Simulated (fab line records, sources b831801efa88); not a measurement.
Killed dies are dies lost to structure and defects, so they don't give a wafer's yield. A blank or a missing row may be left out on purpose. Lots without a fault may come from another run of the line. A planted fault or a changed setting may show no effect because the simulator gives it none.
Which tool did it? | flow gf180mcu | 11 lots, 33 wafers sampled, at 4 steps of a route of 602

WHAT THE GAUGES READ, wafer by wafer
GF_M2_RS_MEAS_05: measures by four-point-probe.
lot  | measured     | on            | M2_ALCU_RS (ohm/sq)
L739 | day 18 03:10 | film_metro-02 | 0.0704 0.0703 0.0702
L740 | day 18 11:05 | film_metro-01 | 0.0691 0.0687 0.0687
L744 | day 20 06:16 | film_metro-02 | 0.0705 0.0703 0.0700
L747 | day 21 11:15 | film_metro-03 | 0.0697 0.0698 0.0698
L750 | day 22 08:07 | film_metro-02 | 0.0706 0.0700 0.0695
L751 | day 23 03:01 | film_metro-02 | 0.0532 0.0532 0.0531
L753 | day 23 13:16 | film_metro-01 | 0.0527 0.0526 0.0532
L758 | day 25 00:08 | film_metro-01 | 0.0684 0.0688 0.0696
L760 | day 25 15:09 | film_metro-02 | 0.0693 0.0701 0.0696
L761 | day 25 21:12 | film_metro-01 | 0.0698 0.0695 0.0695
L762 | day 26 03:27 | film_metro-02 | 0.0694 0.0691 0.0694

WHICH TOOL RAN EACH LOT (tool, then ch and the chambers of the sampled wafers, then the start)
lot  | GF_M2_SPUTTER_01             | GF_M2_SPUTTER_02             | GF_M2_SPUTTER_03
L739 | pvd_sputter-02, day 18 03:02 | pvd_sputter-02, day 18 03:04 | pvd_sputter-02, day 18 03:06
L740 | pvd_sputter-04, day 18 10:58 | pvd_sputter-04, day 18 10:59 | pvd_sputter-04, day 18 11:01
L744 | pvd_sputter-03, day 20 06:05 | pvd_sputter-03, day 20 06:07 | pvd_sputter-03, day 20 06:09
L747 | pvd_sputter-02, day 21 11:08 | pvd_sputter-02, day 21 11:10 | pvd_sputter-02, day 21 11:11
L750 | pvd_sputter-04, day 22 07:59 | pvd_sputter-04, day 22 08:01 | pvd_sputter-04, day 22 08:03
L751 | pvd_sputter-04, day 23 02:53 | pvd_sputter-04, day 23 02:55 | pvd_sputter-04, day 23 02:57
L753 | pvd_sputter-04, day 23 13:08 | pvd_sputter-04, day 23 13:10 | pvd_sputter-04, day 23 13:11
L758 | pvd_sputter-03, day 25 00:01 | pvd_sputter-03, day 25 00:03 | pvd_sputter-03, day 25 00:05
L760 | pvd_sputter-03, day 25 15:01 | pvd_sputter-03, day 25 15:02 | pvd_sputter-03, day 25 15:04
L761 | pvd_sputter-02, day 25 21:04 | pvd_sputter-02, day 25 21:05 | pvd_sputter-02, day 25 21:07
L762 | pvd_sputter-03, day 26 03:19 | pvd_sputter-03, day 26 03:20 | pvd_sputter-03, day 26 03:22
- GF_M2_SPUTTER_01: material TiN, target thk 30 nm, time 25 s.
- GF_M2_SPUTTER_02: material AlCu, target thk 450 nm, time 23.9 s.
- GF_M2_SPUTTER_03: material Ti, target thk 10 nm, time 6.7 s.

THE ANSWER, worked out from the rows above alone
Rule: what is usual is taken from the lots themselves. Put in order of their means at a reading, lots are off if they are a third of the lots or fewer, leave a main group of 4 or more, and stand apart from it by a gap of 3 or more times the standard deviation of the main group's means; of several such gaps the widest counts. A main group whose means are all the same, to the digits that the tables above print for the reading, isn't used. A lot without any number at a reading at which 4 lots or more have one is off too. The other lots that the step has rows for count as sound.
Off: L751, L753, at GF_M2_RS_MEAS_05 (M2_ALCU_RS). The main group: mean 0.0696 ohm/sq, standard deviation 0.0005.
A tool fits if, at a process step before that reading, it ran every lot that is off, and no sound lot after the first of them. The gauges at GF_M2_RS_MEAS_05 are tried like those tools. One fits: pvd_sputter-04 at GF_M2_SPUTTER_01 and GF_M2_SPUTTER_02 and GF_M2_SPUTTER_03. At GF_M2_SPUTTER_01 its last sound lot is L750 (day 22 07:59), its first lot that is off L751 (day 23 02:53): a fault that began between those two fits.

WHAT THE SIMULATOR HAD PUT IN
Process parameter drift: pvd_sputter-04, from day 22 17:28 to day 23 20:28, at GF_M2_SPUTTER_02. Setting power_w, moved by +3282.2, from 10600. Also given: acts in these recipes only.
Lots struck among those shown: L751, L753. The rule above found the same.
